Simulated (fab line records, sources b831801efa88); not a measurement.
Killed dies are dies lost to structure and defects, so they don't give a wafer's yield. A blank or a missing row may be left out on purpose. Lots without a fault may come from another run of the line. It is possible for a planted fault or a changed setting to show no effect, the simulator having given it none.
One fault seen from 2 desks | flow gf180mcu | each desk has only its own numbers; what lay behind them comes last

## AT THE TOOL OWNER'S DESK: implanter-02
The tool's own readings at GF_LVPWELL_IMPLANT_09: means of the sampled wafers that have a number, for each lot that ran on this tool. Any lot whose mean is over 4 standard deviations away from the usual mean is out of limits and marked OUT; that distance is given in the brackets.
Columns: A = dose ions cm2 at GF_LVPWELL_IMPLANT_09, usual 5e+12; B = faraday current uA at GF_LVPWELL_IMPLANT_09, usual 28.2
lot  | first seen here | A                       | B
L340 | day 4 07:05     | 5e+12                   | 28.6
L342 | day 4 20:52     | 5e+12                   | 28.1
L345 | day 5 14:26     | 6e+12 (+99 or more) OUT | 33.8 (+9.1) OUT
L346 | day 5 17:20     | 6e+12 (+99 or more) OUT | 33.5 (+8.7) OUT
L359 | day 8 21:42     | 5e+12                   | 28.3
L361 | day 9 05:33     | 5e+12                   | 28.3
This desk's verdict: out of limits on L345, L346, starting with L345 at day 5 14:26 (dose ions cm2 at GF_LVPWELL_IMPLANT_09). L340, L342, L359, L361: within limits.

## AT THE METROLOGY DESK
What the gauges read for every lot (on any tool): the sampled wafers with a number, averaged. Any lot whose mean is over 4 standard deviations away from the usual mean is out of limits and marked OUT; that distance is given in the brackets.
Columns: A = LVPWELL_RS at GF_VT_IMPLANT_RS_MEAS_48, usual 1197 ohm/sq; B = MVPSD_RS at GF_VT_IMPLANT_RS_MEAS_49, usual 1169 ohm/sq; C = V1_W_THK at GF_V1_THK_MEAS_25, usual 346 nm
lot  | first seen here | A              | B    | C
L339 | day 7 17:47     | 1198           | 1173 | 351
L340 | day 8 00:30     | 1199           | 1170 | 342
L342 | day 8 15:09     | 1193           | 1162 | 344
L345 | day 9 14:54     | 1159 (-12) OUT | 1168 | 347
L346 | day 9 18:17     | 1158 (-12) OUT | 1172 | 345
L352 | day 11 15:27    | 1198           | 1166 | 350
L356 | day 12 23:31    | 1198           | 1167 | 340
L357 | day 13 04:34    | 1193           | 1167 | 348
L359 | day 13 14:09    | 1199           | 1167 | 346
L361 | day 13 22:46    | 1199           | 1169 | 342
L360 | day 14 02:08    | 1198           | 1174 | 346
This desk finds L345, L346 out of limits, with the earliest case on L345 at day 9 14:54 (LVPWELL_RS at GF_VT_IMPLANT_RS_MEAS_48). L339, L340, L342, L352, L356, L357, L359, L361, L360: within limits.

## BROUGHT TOGETHER
The tool owner's desk had the chance to raise an alarm at day 5 14:26 on L345, L346.
An alarm was possible from the metrology desk at day 9 14:54, on L345, L346.
The lots listed all ran GF_LVPWELL_IMPLANT_09 on implanter-02.

## WHAT WAS PUT IN BY THE SIMULATOR
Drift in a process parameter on implanter-02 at GF_LVPWELL_IMPLANT_09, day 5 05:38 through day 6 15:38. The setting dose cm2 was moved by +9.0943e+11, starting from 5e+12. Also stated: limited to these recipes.
Struck lots among those shown: L345, L346.
Hours from the fault's start to each desk's first reading out of limits: the tool owner's desk, 9; the metrology desk, 105.
